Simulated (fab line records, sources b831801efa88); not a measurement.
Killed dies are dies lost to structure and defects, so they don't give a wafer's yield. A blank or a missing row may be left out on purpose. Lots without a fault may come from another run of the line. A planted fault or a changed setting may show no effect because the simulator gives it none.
fab line records | flow gf180mcu
record lots=5 wafers=15 last_day=33
route steps=602 shown V1@361 M2@362 V2@382
lots that met no fault: from a run of the same line without faults
start_h: hours from the record's first day to the start of the lot's first wafer shown | wait_h: hours since the lot's step before | " the same as in the row above | L1.1+2: a row that stands for several wafers | - no value, or no start given | * or withheld: withheld | < > ~ a bound
route shown NAME@n: a module of which the file shows steps, and the number in the route of the first | usual: mean/standard deviation of fault-free wafers | same: alike in all rows | chamber/n: place in a boat | sites: the reading at each site | _std_site: their standard deviation | _edge_site: outer sites' mean less inner sites' | radius_mm: how far each site lies from the wafer's centre | mask NAME#n: copy n | behind: the tool/chamber that last shaped the wafer | hold: why the lot was held/for how many hours/how that ended | device: the transistor (n, p or np) that didn't switch | end of line: the same wafers' tests at the end of the route | a step without rows: its recipe alone | killed: dies lost to structure and defects at the first sort, not the wafer's yield | map: a wafer's dies, x killed, . not, _ none there
set.NAME: the setting as run; set.NAME@STEP: as run at that earlier step | model.NAME: the simulator's own value behind a step, which no gauge read
lots at some steps of the route; a table a step, a row a wafer
services: from which hour (start_h, from the record's first day; less than 0 if before it) a tool's chamber was out of use, for how many hours, and why
## steps
# step GF_V1_CMP_26
# recipe stop_on=SiO2 down_force_psi=3.5 platen_rpm=60 t_overpolish_s=15 target_thk_nm=0 pad_velocity_m_s=0.94248
# usual motor_current_A=11.5/1.5 overpolish_run_s=15.000/0.0092 slurry_flow_ml_min=150.1/0.45 time_to_endpoint_s=85.1/2.8
# columns lot.wafer tool chamber start_h wait_h motor_current_A overpolish_run_s slurry_flow_ml_min time_to_endpoint_s
L078.2 cmp-01 0 441.61 0.1 11.5 14.997 150.0 85.3
L078.5 " 2 " " 11.2 15.007 149.8 86.4
L078.6 " 3 " " 10.0 14.999 150.2 89.3
L080.3 cmp-01 0 464.77 0.1 10.9 14.991 150.4 81.7
L080.5 " 3 " " 9.9 15.005 149.2 83.0
L080.6 " 0 " " 11.1 14.998 150.6 82.1
L081.4 cmp-01 0 470.76 0.0 10.7 14.989 149.9 87.6
L081.3 " 1 " " 13.2 15.004 149.9 82.8
L081.1 " 2 " " 11.5 14.996 149.9 87.2
L087.3 cmp-02 0 536.86 0.1 10.4 15.003 150.1 88.5
L087.2 " 1 " " 9.6 15.006 148.9 84.8
L087.6 " 3 " " 14.8 15.011 148.9 88.9
L094.4 cmp-01 3 581.63 0.2 10.0 14.989 149.9 86.8
L094.6 " 0 " " 10.7 15.012 150.6 85.2
L094.5 " 1 " " 12.6 14.997 150.1 83.5
# step GF_M2_SPUTTER_00
# recipe material=Ti target_thk_nm=37.5 arriving_ion_energy_ev=80 substrate_temp_c=200 chamber_pressure_pa=2 power_w=4000 time_s=150
# usual throttle_valve_pct=29.9/1.1
# columns lot.wafer tool chamber start_h wait_h throttle_valve_pct
L078.2 pvd_sputter-01 - 441.81 0.1 30.1
L078.5 " - " " 30.2
L078.6 " - " " 30.3
L080.3 pvd_sputter-01 - 465.02 0.2 29.0
L080.5 " - " " 28.6
L080.6 " - " " 28.9
L081.1 pvd_sputter-03 - 471.06 0.1 28.2
L081.3 " - " " 30.4
L081.4 " - " " 31.8
L087.2 pvd_sputter-03 - 537.06 0.1 31.8
L087.3 " - " " 28.4
L087.6 " - " " 31.7
L094.4 pvd_sputter-02 - 581.78 0.1 29.9
L094.5 " - " " 28.7
L094.6 " - " " 31.6
# step GF_M2_SPUTTER_01
# recipe material=TiN target_thk_nm=30 power_w=6500 time_s=25 chamber_pressure_pa=0.4
# usual throttle_valve_pct=29.9/1.1
# columns lot.wafer tool chamber start_h wait_h throttle_valve_pct
L078.2 pvd_sputter-01 - 441.91 0.1 30.4
L078.5 " - " " 30.4
L078.6 " - " " 30.5
L080.3 pvd_sputter-01 - 465.12 0.1 28.9
L080.5 " - " " 28.8
L080.6 " - " " 29.0
L081.1 pvd_sputter-03 - 471.16 0.1 28.1
L081.3 " - " " 30.5
L081.4 " - " " 31.7
L087.2 pvd_sputter-03 - 537.16 0.1 31.8
L087.3 " - " " 28.1
L087.6 " - " " 31.7
L094.4 pvd_sputter-02 - 581.88 0.1 29.9
L094.5 " - " " 29.0
L094.6 " - " " 32.3
# step GF_M2_SPUTTER_02
# recipe material=AlCu target_thk_nm=450 power_w=10600 time_s=23.9 chamber_pressure_pa=0.4
# usual throttle_valve_pct=29.9/1.1
# columns lot.wafer tool chamber start_h wait_h throttle_valve_pct
L078.2 pvd_sputter-01 - 441.95 0.0 30.4
L078.5 " - " " 30.3
L078.6 " - " " 30.3
L080.3 pvd_sputter-01 - 465.15 0.0 29.3
L080.5 " - " " 28.9
L080.6 " - " " 29.1
L081.1 pvd_sputter-03 - 471.19 0.0 27.9
L081.3 " - " " 30.4
L081.4 " - " " 31.8
L087.2 pvd_sputter-03 - 537.19 0.0 31.7
L087.3 " - " " 28.3
L087.6 " - " " 31.9
L094.4 pvd_sputter-02 - 581.91 0.0 29.9
L094.5 " - " " 29.1
L094.6 " - " " 31.9
# step GF_M2_SPUTTER_03
# recipe material=Ti target_thk_nm=10 substrate_temp_c=300 chamber_pressure_pa=0.3 power_w=3000 time_s=6.7
# usual throttle_valve_pct=29.9/1.1
# columns lot.wafer tool chamber start_h wait_h throttle_valve_pct
L078.2 pvd_sputter-01 - 441.98 0.0 30.3
L078.5 " - " " 30.3
L078.6 " - " " 30.2
L080.3 pvd_sputter-01 - 465.18 0.0 28.9
L080.5 " - " " 28.9
L080.6 " - " " 28.7
L081.1 pvd_sputter-03 - 471.22 0.0 28.3
L081.3 " - " " 30.2
L081.4 " - " " 31.7
L087.2 pvd_sputter-03 - 537.22 0.0 31.8
L087.3 " - " " 28.1
L087.6 " - " " 31.5
L094.4 pvd_sputter-02 - 581.94 0.0 29.7
L094.5 " - " " 28.9
L094.6 " - " " 31.8
# step GF_M2_SPUTTER_04
# recipe material=TiN target_thk_nm=50 power_w=6500 time_s=41.7 chamber_pressure_pa=0.4
# usual throttle_valve_pct=29.9/1.1
# columns lot.wafer tool chamber start_h wait_h throttle_valve_pct
L078.2 pvd_sputter-01 - 442.00 0.0 30.3
L078.5 " - " " 30.2
L078.6 " - " " 30.3
L080.3 pvd_sputter-01 - 465.20 0.0 29.1
L080.5 " - " " 28.7
L080.6 " - " " 29.2
L081.1 pvd_sputter-03 - 471.24 0.0 27.9
L081.3 " - " " 30.3
L081.4 " - " " 31.8
L087.2 pvd_sputter-03 - 537.24 0.0 32.0
L087.3 " - " " 28.5
L087.6 " - " " 32.0
L094.4 pvd_sputter-02 - 581.96 0.0 29.9
L094.5 " - " " 28.8
L094.6 " - " " 32.0
# step GF_M2_RS_MEAS_05
# recipe thk_meas_gauge=four-point-probe reads=TiN_of_M2_SPUTTER_04+Ti_of_M2_SPUTTER_03+AlCu_of_M2_SPUTTER_02+TiN_of_M2_SPUTTER_01+Ti_of_M2_SPUTTER_00
# usual M2_ALCU_RS=0.0696/0.00064
# columns lot.wafer tool chamber start_h wait_h M2_ALCU_RS[ohm/sq]
L078.2 film_metro-03 - 442.06 0.0 0.0695
L078.5 " - " " 0.0697
L078.6 " - " " 0.0689
L080.3 film_metro-03 - 465.28 0.1 0.0691
L080.5 " - " " 0.0689
L080.6 " - " " 0.0686
L081.1 film_metro-03 - 471.28 0.0 0.0706
L081.3 " - " " 0.0696
L081.4 " - " " 0.0696
L087.2 film_metro-02 - 537.30 0.0 0.0694
L087.3 " - " " 0.0693
L087.6 " - " " 0.0695
L094.4 film_metro-02 - 582.06 0.1 0.0691
L094.5 " - " " 0.0687
L094.6 " - " " 0.0691
# step GF_M2_THK_MEAS_06
# recipe thk_meas_gauge=xrf reads=AlCu_of_M2_SPUTTER_02
# usual M2_ALCU_THK=458/5
# columns lot.wafer tool chamber start_h wait_h M2_ALCU_THK[nm]
L078.2 film_metro-03 - 442.17 0.1 458
L078.5 " - " " 455
L078.6 " - " " 464
L080.3 film_metro-03 - 465.38 0.1 459
L080.5 " - " " 461
L080.6 " - " " 462
L081.1 film_metro-03 - 471.40 0.1 449
L081.3 " - " " 454
L081.4 " - " " 456
L087.2 film_metro-02 - 537.41 0.1 461
L087.3 " - " " 461
L087.6 " - " " 461
L094.4 film_metro-02 - 582.15 0.1 461
L094.5 " - " " 465
L094.6 " - " " 463
# step GF_M2_DEHYDRATE_07
# recipe temp_c=200 time_s=60
# columns lot.wafer tool chamber start_h wait_h
L078.2+5+6 litho_track-03 0 453.59 11.4
L080.3+5+6 litho_track-01 0 476.59 11.2
L081.1+3+4 litho_track-03 0 482.82 11.4
L087.2+3+6 litho_track-01 0 547.92 10.5
L094.4+5+6 litho_track-01 0 591.61 9.5
# step GF_M2_HMDS_08
# recipe prime_time_s=60 prime_temp_c=120
# columns lot.wafer tool chamber start_h wait_h
L078.2+5+6 litho_track-03 0 453.74 0.1
L080.3+5+6 litho_track-01 0 476.74 0.1
L081.1+3+4 litho_track-03 0 482.97 0.1
L087.2+3+6 litho_track-01 0 548.07 0.1
L094.4+5+6 litho_track-01 0 591.76 0.1
# step GF_M2_COAT_09
# recipe resist=KrF spin_rpm=withheld resist_thk_nm=1000
# columns lot.wafer tool chamber start_h wait_h
L078.2+5+6 litho_track-03 0 453.89 0.1
L080.3+5+6 litho_track-01 0 476.89 0.1
L081.1+3+4 litho_track-03 0 483.12 0.1
L087.2+3+6 litho_track-01 0 548.22 0.1
L094.4+5+6 litho_track-01 0 591.91 0.1
# step GF_M2_SOFTBAKE_10
# recipe temp_c=130 time_s=60 resist=KrF
# columns lot.wafer tool chamber start_h wait_h
L078.2+5+6 litho_track-03 0 454.04 0.1
L080.3+5+6 litho_track-01 0 477.04 0.1
L081.1+3+4 litho_track-03 0 483.27 0.1
L087.2+3+6 litho_track-01 0 548.37 0.1
L094.4+5+6 litho_track-01 0 592.06 0.1
# step GF_M2_EXPOSE_11
# recipe mask_id=Metal2 target_cd_nm=280 na=0.68 source_shape=conventional sigma_outer=0.6 dose_mj=28
# columns lot.wafer tool chamber start_h wait_h mask
L078.2+5+6 krf_scanner-01 0 - - Metal2#0
L080.3+5+6 krf_scanner-02 0 - - Metal2#0
L081.1+3+4 krf_scanner-01 0 - - Metal2#0
L087.2+3+6 krf_scanner-01 0 - - Metal2#0
L094.4+5+6 krf_scanner-02 0 - - Metal2#0
# step GF_M2_PEB_12
# recipe peb_temp_c=135 peb_time_s=90 resist=KrF
# columns lot.wafer tool chamber start_h wait_h
L078.2+5+6 litho_track-01 0 - -
L080.3+5+6 litho_track-03 0 - -
L081.1+3+4 litho_track-01 0 - -
L087.2+3+6 litho_track-01 0 - -
L094.4+5+6 litho_track-04 0 - -
# step GF_M2_DEVELOP_13
# recipe develop_time_s=60 dev_temp_c=21
# same develop_time_s=60
# columns lot.wafer tool chamber start_h wait_h
L078.2+5+6 litho_track-01 0 465.97 0.2
L080.3+5+6 litho_track-03 0 488.92 0.1
L081.1+3+4 litho_track-01 0 494.84 0.2
L087.2+3+6 litho_track-01 0 559.06 0.2
L094.4+5+6 litho_track-04 0 602.32 0.1
# step GF_M2_CD_MEAS_14
# recipe target_cd_nm=280
# usual cd_nm=279.8/1.4
# columns lot.wafer tool chamber start_h wait_h cd_nm
L078.2 cd_sem-01 - 466.11 0.1 278.5
L078.5 " - " " 280.1
L078.6 " - " " 279.3
L080.3 cd_sem-01 - 489.06 0.1 279.2
L080.5 " - " " 280.5
L080.6 " - " " 282.6
L081.1 cd_sem-02 - 494.99 0.1 281.0
L081.3 " - " " 280.7
L081.4 " - " " 279.6
L087.2 cd_sem-01 - 559.21 0.1 280.6
L087.3 " - " " 280.0
L087.6 " - " " 281.5
L094.4 cd_sem-02 - 602.46 0.1 281.8
L094.5 " - " " 281.3
L094.6 " - " " 280.5
# step GF_M2_OVL_MEAS_15
# usual M2_OVL=-1/5.3
# columns lot.wafer tool chamber start_h wait_h M2_OVL[nm]
L078.2 overlay-02 - 466.22 0.1 -5
L078.5 " - " " -11
L078.6 " - " " -3
L080.3 overlay-01 - 489.15 0.1 -10
L080.5 " - " " -2
L080.6 " - " " -2
L081.1 overlay-01 - 495.11 0.1 0
L081.3 " - " " 1
L081.4 " - " " 5
L087.2 overlay-01 - 559.32 0.1 -11
L087.3 " - " " -8
L087.6 " - " " -3
L094.4 overlay-01 - 602.53 0.1 -7
L094.5 " - " " -2
L094.6 " - " " -7
# step GF_M2_METAL_ETCH_16
# recipe chemistry=Cl2/BCl3 mask_material=KrF target_depth_nm=750.8 stop_on=SiO2 pressure_mtorr=8 icp_w=800 bias_w=140 Cl2_flow_sccm=80 bcl3_flow_sccm=40 time_s=125.1
# usual drypump_motor_current_A=5.8/0.56 oes_product_au=0.991/0.0045 throttle_valve_pct=28.229/0.011
# columns lot.wafer tool chamber start_h wait_h drypump_motor_current_A oes_product_au rf_hours_counter_h throttle_valve_pct
L078.2 rie_metal-03 0 466.29 0.1 6.1 0.990 - 28.247
L078.5 " 0 " " 6.0 0.995 - 28.228
L078.6 " 0 " " 6.1 0.987 - 28.233
L080.3 rie_metal-04 1 489.21 0.1 5.0 0.992 - 28.231
L080.5 " 1 " " 5.0 0.998 - 28.244
L080.6 " 0 " " 5.6 0.997 - 28.233
L081.1 rie_metal-04 0 495.15 0.0 5.6 0.996 8 28.221
L081.3 " 1 " " 5.0 0.992 - 28.231
L081.4 " 0 " " 5.7 0.990 - 28.224
L087.2 rie_metal-02 1 559.35 0.0 6.6 0.986 12 28.237
L087.3 " 1 " " 6.6 0.983 - 28.226
L087.6 " 0 " " 5.5 0.998 - 28.218
L094.4 rie_metal-02 0 602.60 0.1 5.5 0.990 - 28.236
L094.5 " 0 " " 5.5 0.987 - 28.227
L094.6 " 1 " " 6.6 0.984 - 28.229
# step GF_M2_STRIP_17
# recipe chemistry=O2/N2 power_w=1400 pressure_mtorr=1500 platen_temp_c=250 o2_flow_sccm=3000 n2_flow_sccm=300 overash_fraction=0.5
# usual drypump_motor_current_A=6.01/0.26 heater_power_w=305/32 oes_product_au=0.536/0.0051 strip_time_to_endpoint_s=7.36/0.048
# columns lot.wafer tool chamber start_h wait_h drypump_motor_current_A heater_power_w oes_product_au rf_hours_counter_h strip_time_to_endpoint_s
L078.2 plasma_asher-03 1 466.51 0.2 6.11 351 0.533 83 7.39
L078.5 " 0 " " 6.12 377 0.542 - 7.42
L078.6 " 1 " " 6.15 347 0.535 - 7.40
L080.3 plasma_asher-02 0 489.33 0.1 6.27 315 0.538 - 7.30
L080.5 " 1 " " 5.47 322 0.544 - 7.33
L080.6 " 0 " " 6.27 307 0.532 - 7.27
L081.1 plasma_asher-02 1 495.28 0.1 5.46 323 0.537 6 7.31
L081.3 " 0 " " 6.23 305 0.536 - 7.33
L081.4 " 1 " " 5.45 325 0.532 - 7.30
L087.2 plasma_asher-04 0 559.48 0.1 5.97 289 0.539 48 7.40
L087.3 " 0 " " 5.96 280 0.533 - 7.43
L087.6 " 0 " " 5.99 287 0.537 - 7.38
L094.4 plasma_asher-02 1 602.71 0.1 5.46 322 0.539 - 7.38
L094.5 " 0 " " 6.27 310 0.539 - 7.39
L094.6 " 1 " " 5.48 316 0.531 - 7.46
# step GF_M2_STRIP_18
# recipe chemistry=post_etch_residue_remover time_s=1200 temp_c=72.5
# usual bath_heat_duty_pct=14.7/1.7
# columns lot.wafer tool chamber start_h wait_h bath_heat_duty_pct
L078.2 wet_bench-04 3 466.61 0.1 14.2
L078.5 " 3 " " 14.9
L078.6 " 3 " " 15.2
L080.3 wet_bench-03 2 489.40 0.0 15.7
L080.5 " 2 " " 15.8
L080.6 " 2 " " 17.7
L081.1 wet_bench-01 0 495.38 0.1 14.8
L081.3 " 0 " " 15.4
L081.4 " 0 " " 15.6
L087.2 wet_bench-04 3 559.58 0.1 14.7
L087.3 " 3 " " 14.7
L087.6 " 3 " " 13.2
L094.4 wet_bench-04 0 602.78 0.0 14.0
L094.5 " 0 " " 13.2
L094.6 " 0 " " 14.6
# step GF_M2_CLEAN_19
# recipe chemistry=DIW dry=n2_spin
# columns lot.wafer tool chamber start_h wait_h
L078.2+5+6 wet_bench-01 3 466.98 0.0
L080.3+5+6 wet_bench-01 2 489.74 0.0
L081.1+3+4 wet_bench-04 1 495.72 0.0
L087.2+3+6 wet_bench-01 0 559.92 0.0
L094.4+5+6 wet_bench-01 0 603.12 0.0
# step GF_V2_CVD_00
# recipe material=SiO2 target_thk_nm=600 sigma_open_frac=0.3 temp_c=400 time_s=100 sih4_flow_sccm=60 pressure_mtorr=6
# columns lot.wafer tool chamber start_h wait_h
L078.2+5+6 hdpcvd-01 0,0,1 467.08 0.0
L080.3+5+6 hdpcvd-01 1,2,0 489.84 0.0
L081.1+3+4 hdpcvd-01 0,1,2 495.81 0.0
L087.2+3+6 hdpcvd-01 2,1,2 560.01 0.0
L094.4+5+6 hdpcvd-02 0,2,1 603.25 0.0
# step GF_V2_THK_MEAS_01
# recipe reads=SiO2_of_V2_CVD_00
# usual V2_CVD_00_THK=599/6.3
# columns lot.wafer tool chamber start_h wait_h V2_CVD_00_THK[nm]
L078.2 film_metro-02 - 467.16 0.0 598
L078.5 " - " " 600
L078.6 " - " " 602
L080.3 film_metro-04 - 489.93 0.1 608
L080.5 " - " " 600
L080.6 " - " " 601
L081.1 film_metro-02 - 495.88 0.0 604
L081.3 " - " " 602
L081.4 " - " " 600
L087.2 film_metro-04 - 560.09 0.0 599
L087.3 " - " " 606
L087.6 " - " " 600
L094.4 film_metro-01 - 603.32 0.0 593
L094.5 " - " " 598
L094.6 " - " " 599
# step GF_V2_CVD_02
# recipe material=SiO2 target_thk_nm=850 precursor=TEOS temp_c=400 time_s=94.851 rf_w=600
# usual heater_power_outer_w=373/75 heater_power_w=630/120
# columns lot.wafer tool chamber start_h wait_h heater_power_outer_w heater_power_w since_wet_clean_h
L078.2 pecvd-02 1 467.21 0.0 466 768 84
L078.5 " 1 " " 356 667 -
L078.6 " 0 " " 342 639 -
L080.3 pecvd-01 2 489.97 0.0 293 501 524
L080.5 " 0 " " 411 713 -
L080.6 " 2 " " 322 531 -
L081.1 pecvd-01 2 495.94 0.1 314 523 530
L081.3 " 0 " " 434 728 530
L081.4 " 2 " " 231 432 -
L087.2 pecvd-02 1 560.14 0.0 450 768 177
L087.3 " 2 " " 465 715 177
L087.6 " 1 " " 467 803 -
L094.4 pecvd-02 0 603.38 0.1 454 791 -
L094.5 " 1 " " 431 706 -
L094.6 " 2 " " 445 693 -
# step GF_V2_THK_MEAS_03
# recipe reads=SiO2_of_V2_CVD_02
# usual V2_CVD_02_THK=851/11
# columns lot.wafer tool chamber start_h wait_h V2_CVD_02_THK[nm]
L078.2 film_metro-01 - 467.32 0.1 848
L078.5 " - " " 850
L078.6 " - " " 858
L080.3 film_metro-01 - 490.06 0.1 839
L080.5 " - " " 855
L080.6 " - " " 860
L081.1 film_metro-04 - 496.01 0.0 847
L081.3 " - " " 855
L081.4 " - " " 862
L087.2 film_metro-02 - 560.22 0.0 856
L087.3 " - " " 863
L087.6 " - " " 857
L094.4 film_metro-02 - 603.45 0.0 864
L094.5 " - " " 857
L094.6 " - " " 862
# step GF_V2_CMP_04
# recipe material=SiO2 down_force_psi=4 platen_rpm=60 pad_velocity_m_s=0.94248
# usual motor_current_A=12.4/1.6 slurry_flow_ml_min=150.0/0.47 time_to_endpoint_s=82/4.3
# columns lot.wafer tool chamber start_h wait_h motor_current_A slurry_flow_ml_min time_to_endpoint_s
L078.2 cmp-01 3 467.37 0.0 11.6 150.4 82
L078.5 " 3 " " 10.6 150.2 86
L078.6 " 0 " " 12.3 149.5 88
L080.3 cmp-02 0 490.10 0.0 11.8 149.5 77
L080.6 " 0 " " 11.5 150.2 87
L080.5 " 1 " " 10.4 150.6 87
L081.4 cmp-01 1 496.07 0.0 13.1 150.2 84
L081.3 " 2 " " 13.1 149.7 83
L081.1 " 3 " " 11.2 150.7 85
L087.2 cmp-02 3 560.27 0.0 16.1 150.0 84
L087.3 " 0 " " 11.0 150.2 87
L087.6 " 3 " " 15.9 149.9 85
L094.4 cmp-02 1 603.53 0.1 10.5 149.6 89
L094.6 " 0 " " 10.9 150.3 88
L094.5 " 1 " " 10.6 149.6 88
# step GF_V2_BOW_MEAS_05
# recipe mode=bow
# usual V2_BOW=99/8.8
# columns lot.wafer tool chamber start_h wait_h V2_BOW[um]
L078.2 film_metro-01 - 467.69 0.3 108
L078.5 " - " " 106
L078.6 " - " " 109
L080.3 film_metro-02 - 490.44 0.3 101
L080.5 " - " " 103
L080.6 " - " " 113
L081.1 film_metro-04 - 496.37 0.1 110
L081.3 " - " " 113
L081.4 " - " " 110
L087.2 film_metro-04 - 560.59 0.3 98
L087.3 " - " " 102
L087.6 " - " " 95
L094.4 film_metro-04 - 603.84 0.3 104
L094.5 " - " " 105
L094.6 " - " " 115
# step GF_V2_DEHYDRATE_06
# recipe temp_c=200 time_s=60
# columns lot.wafer tool chamber start_h wait_h
L078.2+5+6 litho_track-01 0 478.82 11.1
L080.3+5+6 litho_track-01 0 501.59 11.1
L081.1+3+4 litho_track-01 0 507.34 10.9
L087.2+3+6 litho_track-01 0 571.51 10.9
L094.4+5+6 litho_track-04 0 614.17 10.3
# step GF_V2_HMDS_07
# recipe prime_time_s=60 prime_temp_c=120
# columns lot.wafer tool chamber start_h wait_h
L078.2+5+6 litho_track-01 0 478.97 0.1
L080.3+5+6 litho_track-01 0 501.74 0.1
L081.1+3+4 litho_track-01 0 507.49 0.1
L087.2+3+6 litho_track-01 0 571.66 0.1
L094.4+5+6 litho_track-04 0 614.32 0.1
# step GF_V2_COAT_08
# recipe resist=BARC temp_c=withheld time_s=withheld spin_rpm=withheld resist_thk_nm=withheld
# columns lot.wafer tool chamber start_h wait_h
L078.2+5+6 litho_track-01 0 479.12 0.1
L080.3+5+6 litho_track-01 0 501.89 0.1
L081.1+3+4 litho_track-01 0 507.64 0.1
L087.2+3+6 litho_track-01 0 571.81 0.1
L094.4+5+6 litho_track-04 0 614.47 0.1
# step GF_V2_COAT_09
# recipe resist=KrF spin_rpm=withheld resist_thk_nm=1000
# columns lot.wafer tool chamber start_h wait_h
L078.2+5+6 litho_track-01 0 - -
L080.3+5+6 litho_track-01 0 - -
L081.1+3+4 litho_track-01 0 - -
L087.2+3+6 litho_track-01 0 - -
L094.4+5+6 litho_track-04 0 - -
# step GF_V2_SOFTBAKE_10
# recipe temp_c=130 time_s=60 resist=KrF
# columns lot.wafer tool chamber start_h wait_h
L078.2+5+6 litho_track-01 0 - -
L080.3+5+6 litho_track-01 0 - -
L081.1+3+4 litho_track-01 0 - -
L087.2+3+6 litho_track-01 0 - -
L094.4+5+6 litho_track-04 0 - -
# step GF_V2_EXPOSE_11
# recipe mask_id=Via2 target_cd_nm=260 na=0.68 source_shape=conventional sigma_outer=0.6 dose_mj=38
# columns lot.wafer tool chamber start_h wait_h mask
L078.2+5+6 krf_scanner-01 0 - - Via2#0
L080.3+5+6 krf_scanner-02 0 - - Via2#0
L081.1+3+4 krf_scanner-02 0 - - Via2#0
L087.2+3+6 krf_scanner-02 0 - - Via2#0
L094.4+5+6 krf_scanner-01 0 - - Via2#0
# step GF_V2_PEB_12
# recipe peb_temp_c=135 peb_time_s=90 resist=KrF
# columns lot.wafer tool chamber start_h wait_h
L078.2+5+6 litho_track-02 0 - -
L080.3+5+6 litho_track-01 0 - -
L081.1+3+4 litho_track-01 0 - -
L087.2+3+6 litho_track-02 0 - -
L094.4+5+6 litho_track-04 0 - -
# step GF_V2_DEVELOP_13
# recipe develop_time_s=60 resist=KrF dev_temp_c=21
# same develop_time_s=60
# columns lot.wafer tool chamber start_h wait_h
L078.2+5+6 litho_track-02 0 490.54 0.2
L080.3+5+6 litho_track-01 0 513.94 0.1
L081.1+3+4 litho_track-01 0 519.14 0.2
L087.2+3+6 litho_track-02 0 583.24 0.2
L094.4+5+6 litho_track-04 0 625.27 0.1
# step GF_V2_CD_MEAS_14
# recipe target_cd_nm=260
# usual cd_nm=260.2/1
# columns lot.wafer tool chamber start_h wait_h cd_nm
L078.2 cd_sem-02 - 490.68 0.1 260.3
L078.5 " - " " 261.3
L078.6 " - " " 260.8
L080.3 cd_sem-02 - 514.08 0.1 258.3
L080.5 " - " " 258.2
L080.6 " - " " 258.1
L081.1 cd_sem-01 - 519.29 0.1 260.9
L081.3 " - " " 261.5
L081.4 " - " " 261.1
L087.2 cd_sem-02 - 583.38 0.1 260.5
L087.3 " - " " 261.1
L087.6 " - " " 260.5
L094.4 cd_sem-02 - 625.41 0.1 260.3
L094.5 " - " " 260.4
L094.6 " - " " 258.5
# step GF_V2_OVL_MEAS_15
# usual V2_OVL=-2/6.1
# columns lot.wafer tool chamber start_h wait_h V2_OVL[nm]
L078.2 overlay-02 - 490.79 0.1 -12
L078.5 " - " " -11
L078.6 " - " " -13
L080.3 overlay-02 - 514.17 0.1 -3
L080.5 " - " " -4
L080.6 " - " " -3
L081.1 overlay-01 - 519.41 0.1 6
L081.3 " - " " 3
L081.4 " - " " 7
L087.2 overlay-02 - 583.49 0.1 0
L087.3 " - " " -2
L087.6 " - " " 4
L094.4 overlay-02 - 625.48 0.1 2
L094.5 " - " " 0
L094.6 " - " " 4
# step GF_V2_ETCH_16
# recipe chemistry=N2/H2 target_depth_a=withheld overetch_a=withheld time_s=withheld target=BARC ion_energy_ev=200 source_w=500 bias_w=100 pressure_mtorr=30 n2_flow_sccm=100 h2_flow_sccm=200
# usual drypump_motor_current_A=5.7/0.36 h2_flow_sccm=200.0/0.57 oes_product_au=0.854/0.0048 throttle_valve_pct=13.225/0.0086
# columns lot.wafer tool chamber start_h wait_h drypump_motor_current_A h2_flow_sccm oes_product_au throttle_valve_pct
L078.2 rie_diel-03 3 490.82 0.0 5.9 198.9 0.844 13.238
L078.5 " 0 " " 5.7 198.4 0.845 13.221
L078.6 " 3 " " 5.9 200.5 0.847 13.214
L080.3 rie_diel-03 2 514.20 0.0 6.3 201.0 0.858 13.211
L080.5 " 1 " " 5.3 199.6 0.860 13.221
L080.6 " 2 " " 6.3 200.3 0.853 13.233
L081.1 rie_diel-01 3 519.45 0.0 5.6 199.9 0.852 13.216
L081.3 " 0 " " 4.8 199.4 0.846 13.217
L081.4 " 1 " " 5.4 200.6 0.844 13.245
L087.2 rie_diel-01 1 583.52 0.0 5.4 199.0 0.865 13.220
L087.3 " 2 " " 5.9 200.9 0.848 13.228
L087.6 " 3 " " 5.6 200.7 0.848 13.213
L094.4 rie_diel-01 3 625.50 0.0 5.7 200.9 0.862 13.228
L094.5 " 2 " " 5.8 199.6 0.853 13.234
L094.6 " 3 " " 5.7 200.5 0.857 13.228
# step GF_V2_ETCH_17
# recipe chemistry=C4F8/O2/Ar mask_material=KrF target=SiO2 stop_on=TiN source_w=1500 bias_w=1200 pressure_mtorr=40 c4f8_flow_sccm=withheld O2_flow_sccm=6 Ar_flow_sccm=300 time_s=withheld target_depth_a=6300
# usual oes_product_au=0.857/0.0049
# columns lot.wafer tool chamber start_h wait_h oes_product_au
L078.2 rie_diel-03 3 - - 0.866
L078.5 " 0 " " 0.858
L078.6 " 3 " " 0.855
L080.3 rie_diel-03 2 - - 0.862
L080.5 " 1 " " 0.865
L080.6 " 2 " " 0.855
L081.1 rie_diel-01 3 - - 0.860
L081.3 " 0 " " 0.856
L081.4 " 1 " " 0.861
L087.2 rie_diel-01 1 - - 0.859
L087.3 " 2 " " 0.853
L087.6 " 3 " " 0.860
L094.4 rie_diel-01 3 - - 0.858
L094.5 " 2 " " 0.859
L094.6 " 3 " " 0.854
# step GF_V2_STRIP_18
# recipe chemistry=O2/N2 power_w=1400 pressure_mtorr=1500 platen_temp_c=250 o2_flow_sccm=3000 n2_flow_sccm=300 overash_fraction=0.5
# usual drypump_motor_current_A=6.12/0.14 heater_power_w=305/36 oes_product_au=0.591/0.0047
# columns lot.wafer tool chamber start_h wait_h drypump_motor_current_A heater_power_w oes_product_au rf_hours_counter_h
L078.2 plasma_asher-04 0 490.95 - 5.99 290 0.591 41
L078.5 " 1 " " 6.17 261 0.598 -
L078.6 " 0 " " 5.98 286 0.586 -
L080.3 plasma_asher-03 0 514.36 - 6.09 365 0.584 -
L080.5 " 0 " " 6.09 366 0.593 -
L080.6 " 1 " " 6.15 342 0.589 -
L081.1 plasma_asher-04 1 519.58 - 6.19 270 0.593 44
L081.3 " 0 " " 5.99 277 0.590 -
L081.4 " 1 " " 6.18 267 0.587 -
L087.2 plasma_asher-04 0 583.65 - 5.95 280 0.591 51
L087.3 " 1 " " 6.18 267 0.589 -
L087.6 " 1 " " 6.14 266 0.590 -
L094.4 plasma_asher-03 0 625.66 - 6.13 369 0.589 -
L094.5 " 1 " " 6.13 339 0.601 -
L094.6 " 0 " " 6.10 373 0.600 -
## services
# columns tool chamber start_h hours kind
pvd_sputter-02 - 418.64 1.0 repair
krf_scanner-01 - 421.28 1.3 pm
pvd_sputter-02 - 430.35 1.7 repair
krf_scanner-02 - 431.33 4.4 pm
krf_scanner-02 - 438.39 0.6 repair
rie_diel-01 - 444.74 1.3 repair
cmp-01 - 448.56 13.1 pm
krf_scanner-02 - 449.15 1.3 pm
pvd_sputter-01 - 454.93 3.0 repair
krf_scanner-01 - 467.06 0.4 repair
rie_diel-01 0 468.54 13.1 repair
cmp-01 - 473.50 1.5 repair
pvd_sputter-03 - 474.72 1.9 repair
krf_scanner-01 - 485.72 0.8 pm
rie_diel-01 0 499.72 3.8 repair
krf_scanner-01 - 503.36 1.0 repair
krf_scanner-01 - 509.24 12.1 repair
cmp-01 - 519.05 2.3 repair
krf_scanner-02 - 527.75 1.0 pm
krf_scanner-02 - 531.72 4.0 pm
rie_diel-01 1 566.22 9.4 repair
pvd_sputter-01 - 569.99 1.6 repair
rie_diel-01 - 616.68 0.8 repair
pvd_sputter-03 - 619.28 4.8 repair
## key
fault none
